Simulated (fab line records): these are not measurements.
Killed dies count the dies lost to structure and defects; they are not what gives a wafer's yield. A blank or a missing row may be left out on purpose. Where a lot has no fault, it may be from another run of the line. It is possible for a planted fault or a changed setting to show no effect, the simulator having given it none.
What tool caused it? :: flow sky130 :: Sampling: 14 lots, 42 wafers, 4 of 708 route steps

== WHAT EACH GAUGE READ, for each wafer ==
The record lacks any reading of a measuring or inspecting step that a usual standard deviation could be used to judge.

== TOOL THAT RAN EACH LOT (tool first, then ch and the chambers of the sampled wafers, then the start) ==
lot: L390
SKY_RES_PROTECT_STRIP_07: plasma_asher-01 ch 0,1, day 14 21:24
SKY_POLY_GATE_ETCH_15: rie_diel-01 ch 1,3, day 16 04:22
SKY_LDD_HVN_STRIP_09: plasma_asher-02 ch 1, day 20 02:28
SKY_METAL3_DEVELOP_12: litho_track-01 ch 0, day 38 20:00

lot: L393
SKY_RES_PROTECT_STRIP_07: plasma_asher-02 ch 0,1, day 15 23:58
SKY_POLY_GATE_ETCH_15: rie_diel-01 ch 1,2,3, day 17 06:13
SKY_LDD_HVN_STRIP_09: plasma_asher-04 ch 0,1, day 21 11:33
SKY_METAL3_DEVELOP_12: litho_track-03 ch 0, day 39 19:00

lot: L394
SKY_RES_PROTECT_STRIP_07: plasma_asher-02 ch 0,1, day 16 11:19
SKY_POLY_GATE_ETCH_15: rie_diel-03 ch 0,1,3, day 17 17:07
SKY_LDD_HVN_STRIP_09: plasma_asher-01 ch 0,1, day 21 17:03
SKY_METAL3_DEVELOP_12: litho_track-04 ch 0, day 40 00:00

lot: L396
SKY_RES_PROTECT_STRIP_07: plasma_asher-02 ch 0,1, day 17 09:58
SKY_POLY_GATE_ETCH_15: rie_diel-02 ch 0,1,2, day 18 17:31
SKY_LDD_HVN_STRIP_09: plasma_asher-04 ch 0,1, day 22 19:30
SKY_METAL3_DEVELOP_12: litho_track-03 ch 0, day 40 21:00

lot: L398
SKY_RES_PROTECT_STRIP_07: plasma_asher-04 ch 0,1, day 18 05:52
SKY_POLY_GATE_ETCH_15: rie_diel-01 ch 1,3, day 19 14:43
SKY_LDD_HVN_STRIP_09: plasma_asher-04 ch 0, day 23 16:24
SKY_METAL3_DEVELOP_12: litho_track-04 ch 0, day 41 11:00

lot: L399
SKY_RES_PROTECT_STRIP_07: plasma_asher-04 ch 1, day 18 11:49
SKY_POLY_GATE_ETCH_15: rie_diel-02 ch 0,1,3, day 19 20:55
SKY_LDD_HVN_STRIP_09: plasma_asher-02 ch 0, day 23 21:48
SKY_METAL3_DEVELOP_12: litho_track-04 ch 0, day 41 19:00

lot: L401
SKY_RES_PROTECT_STRIP_07: plasma_asher-04 ch 0,1, day 19 03:04
SKY_POLY_GATE_ETCH_15: rie_diel-01 ch 0,3, day 20 15:13
SKY_LDD_HVN_STRIP_09: plasma_asher-02 ch 0,1, day 24 16:38
SKY_METAL3_DEVELOP_12: litho_track-04, day 42 07:00

lot: L402
SKY_RES_PROTECT_STRIP_07: plasma_asher-02 ch 0,1, day 19 16:58
SKY_POLY_GATE_ETCH_15: rie_diel-02 ch 2,3, day 21 02:49
SKY_LDD_HVN_STRIP_09: plasma_asher-02 ch 0,1, day 25 02:57
SKY_METAL3_DEVELOP_12: litho_track-04, day 42 17:00

lot: L407
SKY_RES_PROTECT_STRIP_07: plasma_asher-04 ch 0, day 21 06:16
SKY_POLY_GATE_ETCH_15: rie_diel-02 ch 0,1,2, day 22 15:43
SKY_LDD_HVN_STRIP_09: plasma_asher-04 ch 0, day 26 14:59
SKY_METAL3_DEVELOP_12: litho_track-04 ch 0, day 43 22:00

lot: L408
SKY_RES_PROTECT_STRIP_07: plasma_asher-04 ch 0,1, day 21 12:48
SKY_POLY_GATE_ETCH_15: rie_diel-01 ch 0,3, day 22 22:28
SKY_LDD_HVN_STRIP_09: plasma_asher-01 ch 0,1, day 26 20:26
SKY_METAL3_DEVELOP_12: litho_track-01 ch 0, day 44 03:00

lot: L409
SKY_RES_PROTECT_STRIP_07: plasma_asher-04 ch 0,1, day 22 07:07
SKY_POLY_GATE_ETCH_15: rie_diel-02 ch 1,2, day 23 15:55
SKY_LDD_HVN_STRIP_09: plasma_asher-04 ch 1, day 27 11:06
SKY_METAL3_DEVELOP_12: litho_track-01 ch 0, day 44 14:00

lot: L410
SKY_RES_PROTECT_STRIP_07: plasma_asher-04 ch 0,1, day 23 01:58
SKY_POLY_GATE_ETCH_15: rie_diel-01 ch 0,2, day 24 09:58
SKY_LDD_HVN_STRIP_09: plasma_asher-04 ch 0,1, day 28 05:51
SKY_METAL3_DEVELOP_12: litho_track-04 ch 0, day 45 12:00

lot: L411
SKY_RES_PROTECT_STRIP_07: plasma_asher-01 ch 0,1, day 23 12:01
SKY_POLY_GATE_ETCH_15: rie_diel-01 ch 0,1,3, day 24 20:58
SKY_LDD_HVN_STRIP_09: plasma_asher-02 ch 0,1, day 28 16:50
SKY_METAL3_DEVELOP_12: litho_track-03 ch 0, day 45 12:00

lot: L412
SKY_RES_PROTECT_STRIP_07: plasma_asher-02 ch 0, day 23 12:58
SKY_POLY_GATE_ETCH_15: rie_diel-02 ch 2,3, day 24 22:31
SKY_LDD_HVN_STRIP_09: plasma_asher-02 ch 0,1, day 28 17:56
SKY_METAL3_DEVELOP_12: litho_track-04 ch 0, day 45 12:00
- SKY_RES_PROTECT_STRIP_07: strips in O2/N2.
- SKY_POLY_GATE_ETCH_15: etches BARC in N2/H2, stops on SiO2, time 118.5 s, target depth 110 nm.
- SKY_LDD_HVN_STRIP_09: strips in O2/N2.
- SKY_METAL3_DEVELOP_12: develop time 60 s.

== AS READ BY THE TOOLS THEMSELVES (means over the sampled wafers that have a number; for cases with no such wafer, the mark the record gives instead) ==
SKY_RES_PROTECT_STRIP_07.
lot: L390
tool: plasma_asher-01
drypump_motor_current_A (A): 5.0
oes_product_au (a.u.): 0.517
strip_time_to_endpoint_s (s): 23.26

lot: L393
tool: plasma_asher-02
drypump_motor_current_A (A): 5.2
oes_product_au (a.u.): 0.517
strip_time_to_endpoint_s (s): 23.29

lot: L394
tool: plasma_asher-02
drypump_motor_current_A (A): 5.2
oes_product_au (a.u.): 0.520
strip_time_to_endpoint_s (s): 23.30

lot: L396
tool: plasma_asher-02
drypump_motor_current_A (A): 5.3
oes_product_au (a.u.): 0.518
strip_time_to_endpoint_s (s): 23.27

lot: L398
tool: plasma_asher-04
drypump_motor_current_A (A): 5.1
oes_product_au (a.u.): 0.513
strip_time_to_endpoint_s (s): 23.25

lot: L399
tool: plasma_asher-04
drypump_motor_current_A (A): 5.2
oes_product_au (a.u.): 0.516
strip_time_to_endpoint_s (s): 23.30

lot: L401
tool: plasma_asher-04
drypump_motor_current_A (A): 5.0
oes_product_au (a.u.): 0.521
strip_time_to_endpoint_s (s): 23.33

lot: L402
tool: plasma_asher-02
drypump_motor_current_A (A): 5.2
oes_product_au (a.u.): 0.516
strip_time_to_endpoint_s (s): 23.22

lot: L407
tool: plasma_asher-04
drypump_motor_current_A (A): 4.9
oes_product_au (a.u.): 0.526
strip_time_to_endpoint_s (s): 23.33

lot: L408
tool: plasma_asher-04
drypump_motor_current_A (A): 5.1
oes_product_au (a.u.): 0.518
strip_time_to_endpoint_s (s): 23.31

lot: L409
tool: plasma_asher-04
drypump_motor_current_A (A): 5.1
oes_product_au (a.u.): 0.515
strip_time_to_endpoint_s (s): 23.36

lot: L410
tool: plasma_asher-04
drypump_motor_current_A (A): 5.1
oes_product_au (a.u.): 0.516
strip_time_to_endpoint_s (s): 23.28

lot: L411
tool: plasma_asher-01
drypump_motor_current_A (A): 5.5
oes_product_au (a.u.): 0.515
strip_time_to_endpoint_s (s): 23.27

lot: L412
tool: plasma_asher-02
drypump_motor_current_A (A): 5.1
oes_product_au (a.u.): 0.518
strip_time_to_endpoint_s (s): 23.32

SKY_POLY_GATE_ETCH_15.
lot: L390
tool: rie_diel-01
drypump_motor_current_A (A): 4.9
oes_product_au (a.u.): 0.721
throttle_valve_pct (%): 13.222

lot: L393
tool: rie_diel-01
drypump_motor_current_A (A): 5.3
oes_product_au (a.u.): 0.716
throttle_valve_pct (%): 13.214

lot: L394
tool: rie_diel-03
drypump_motor_current_A (A): 6.0
oes_product_au (a.u.): 0.717
throttle_valve_pct (%): 13.214

lot: L396
tool: rie_diel-02
drypump_motor_current_A (A): 5.8
oes_product_au (a.u.): 0.719
throttle_valve_pct (%): 13.215

lot: L398
tool: rie_diel-01
drypump_motor_current_A (A): 4.9
oes_product_au (a.u.): 0.714
throttle_valve_pct (%): 13.229

lot: L399
tool: rie_diel-02
drypump_motor_current_A (A): 6.0
oes_product_au (a.u.): 0.719
throttle_valve_pct (%): 13.220

lot: L401
tool: rie_diel-01
drypump_motor_current_A (A): 5.5
oes_product_au (a.u.): 0.714
throttle_valve_pct (%): 13.213

lot: L402
tool: rie_diel-02
drypump_motor_current_A (A): 5.8
oes_product_au (a.u.): 0.715
throttle_valve_pct (%): 13.209

lot: L407
tool: rie_diel-02
drypump_motor_current_A (A): 5.8
oes_product_au (a.u.): 0.717
throttle_valve_pct (%): 13.215

lot: L408
tool: rie_diel-01
drypump_motor_current_A (A): 5.5
oes_product_au (a.u.): 0.720
throttle_valve_pct (%): 13.207

lot: L409
tool: rie_diel-02
drypump_motor_current_A (A): 5.7
oes_product_au (a.u.): 0.715
throttle_valve_pct (%): 13.214

lot: L410
tool: rie_diel-01
drypump_motor_current_A (A): 5.8
oes_product_au (a.u.): 0.714
throttle_valve_pct (%): 13.204

lot: L411
tool: rie_diel-01
drypump_motor_current_A (A): 5.2
oes_product_au (a.u.): 0.718
throttle_valve_pct (%): 13.221

lot: L412
tool: rie_diel-02
drypump_motor_current_A (A): 5.9
oes_product_au (a.u.): 0.714
throttle_valve_pct (%): 13.218

SKY_LDD_HVN_STRIP_09.
lot: L390
tool: plasma_asher-02
drypump_motor_current_A (A): 5.4
oes_product_au (a.u.): 0.411
strip_time_to_endpoint_s (s): 4.134

lot: L393
tool: plasma_asher-04
drypump_motor_current_A (A): 5.0
oes_product_au (a.u.): 0.412
strip_time_to_endpoint_s (s): 4.147

lot: L394
tool: plasma_asher-01
drypump_motor_current_A (A): 5.0
oes_product_au (a.u.): 0.410
strip_time_to_endpoint_s (s): 4.140

lot: L396
tool: plasma_asher-04
drypump_motor_current_A (A): 5.0
oes_product_au (a.u.): 0.406
strip_time_to_endpoint_s (s): 4.132

lot: L398
tool: plasma_asher-04
drypump_motor_current_A (A): 4.9
oes_product_au (a.u.): 0.405
strip_time_to_endpoint_s (s): 4.146

lot: L399
tool: plasma_asher-02
drypump_motor_current_A (A): 5.1
oes_product_au (a.u.): 0.408
strip_time_to_endpoint_s (s): 4.128

lot: L401
tool: plasma_asher-02
drypump_motor_current_A (A): 5.3
oes_product_au (a.u.): 0.408
strip_time_to_endpoint_s (s): 4.156

lot: L402
tool: plasma_asher-02
drypump_motor_current_A (A): 5.2
oes_product_au (a.u.): 0.411
strip_time_to_endpoint_s (s): 4.144

lot: L407
tool: plasma_asher-04
drypump_motor_current_A (A): 5.0
oes_product_au (a.u.): 0.409
strip_time_to_endpoint_s (s): 4.132

lot: L408
tool: plasma_asher-01
drypump_motor_current_A (A): 5.5
oes_product_au (a.u.): 0.410
strip_time_to_endpoint_s (s): 4.119

lot: L409
tool: plasma_asher-04
drypump_motor_current_A (A): 5.2
oes_product_au (a.u.): 0.411
strip_time_to_endpoint_s (s): 4.140

lot: L410
tool: plasma_asher-04
drypump_motor_current_A (A): 5.0
oes_product_au (a.u.): 0.404
strip_time_to_endpoint_s (s): 4.117

lot: L411
tool: plasma_asher-02
drypump_motor_current_A (A): 5.3
oes_product_au (a.u.): 0.411
strip_time_to_endpoint_s (s): 4.133

lot: L412
tool: plasma_asher-02
drypump_motor_current_A (A): 5.2
oes_product_au (a.u.): 0.407
strip_time_to_endpoint_s (s): 4.149

SKY_METAL3_DEVELOP_12.
lot: L390
tool: litho_track-01
chill_plate_temp_C (C): 23.06
exhaust_pa (Pa): 44.9

lot: L393
tool: litho_track-03
chill_plate_temp_C (C): 22.93
exhaust_pa (Pa): 45.5

lot: L394
tool: litho_track-04
chill_plate_temp_C (C): 22.94
exhaust_pa (Pa): 45.0

lot: L396
tool: litho_track-03
chill_plate_temp_C (C): 22.95
exhaust_pa (Pa): 45.5

lot: L398
tool: litho_track-04
chill_plate_temp_C (C): 22.88
exhaust_pa (Pa): 44.7

lot: L399
tool: litho_track-04
chill_plate_temp_C (C): 22.83
exhaust_pa (Pa): 45.3

lot: L401
tool: litho_track-04
chill_plate_temp_C (C): -
exhaust_pa (Pa): -

lot: L402
tool: litho_track-04
chill_plate_temp_C (C): -
exhaust_pa (Pa): -

lot: L407
tool: litho_track-04
chill_plate_temp_C (C): 23.17
exhaust_pa (Pa): 44.7

lot: L408
tool: litho_track-01
chill_plate_temp_C (C): 22.96
exhaust_pa (Pa): 44.8

lot: L409
tool: litho_track-01
chill_plate_temp_C (C): 23.00
exhaust_pa (Pa): 46.1

lot: L410
tool: litho_track-04
chill_plate_temp_C (C): 22.99
exhaust_pa (Pa): 44.8

lot: L411
tool: litho_track-03
chill_plate_temp_C (C): 23.05
exhaust_pa (Pa): 45.4

lot: L412
tool: litho_track-04
chill_plate_temp_C (C): 22.99
exhaust_pa (Pa): 46.4

== THE ANSWER, worked out from the rows above alone ==
Rule: usual is defined by the lots themselves. Put in order of their means at a reading, lots are off if they are a third of the lots or fewer, leave a main group of 4 or more, and stand apart from it by a gap of 3 or more times the standard deviation of the main group's means; of several such gaps the widest counts. If all means in a main group match to the digits the tables above print for the reading, that group is not used. Also off: a lot with no number at a reading for which 4 or more lots have one. The other lots that the step has rows for count as sound. Order of review: gauges by route order, followed by the tools' own readings, for which a lot's mean as printed above is used. The first step at which some lot is off is used, and at that step the reading that is off furthest; a lot without a number counts as furthest.
Off: L401, L402, at SKY_METAL3_DEVELOP_12 (chill_plate_temp_C). Without a number there: L401, L402. Mean 22.98 C and standard deviation 0.085 in the main group.
A tool fits if, at that step or a process step before it, it ran every lot that is off, and no sound lot after the first of them. Of those tried, none fits.

== WHAT THE SIMULATOR HAD PUT IN ==
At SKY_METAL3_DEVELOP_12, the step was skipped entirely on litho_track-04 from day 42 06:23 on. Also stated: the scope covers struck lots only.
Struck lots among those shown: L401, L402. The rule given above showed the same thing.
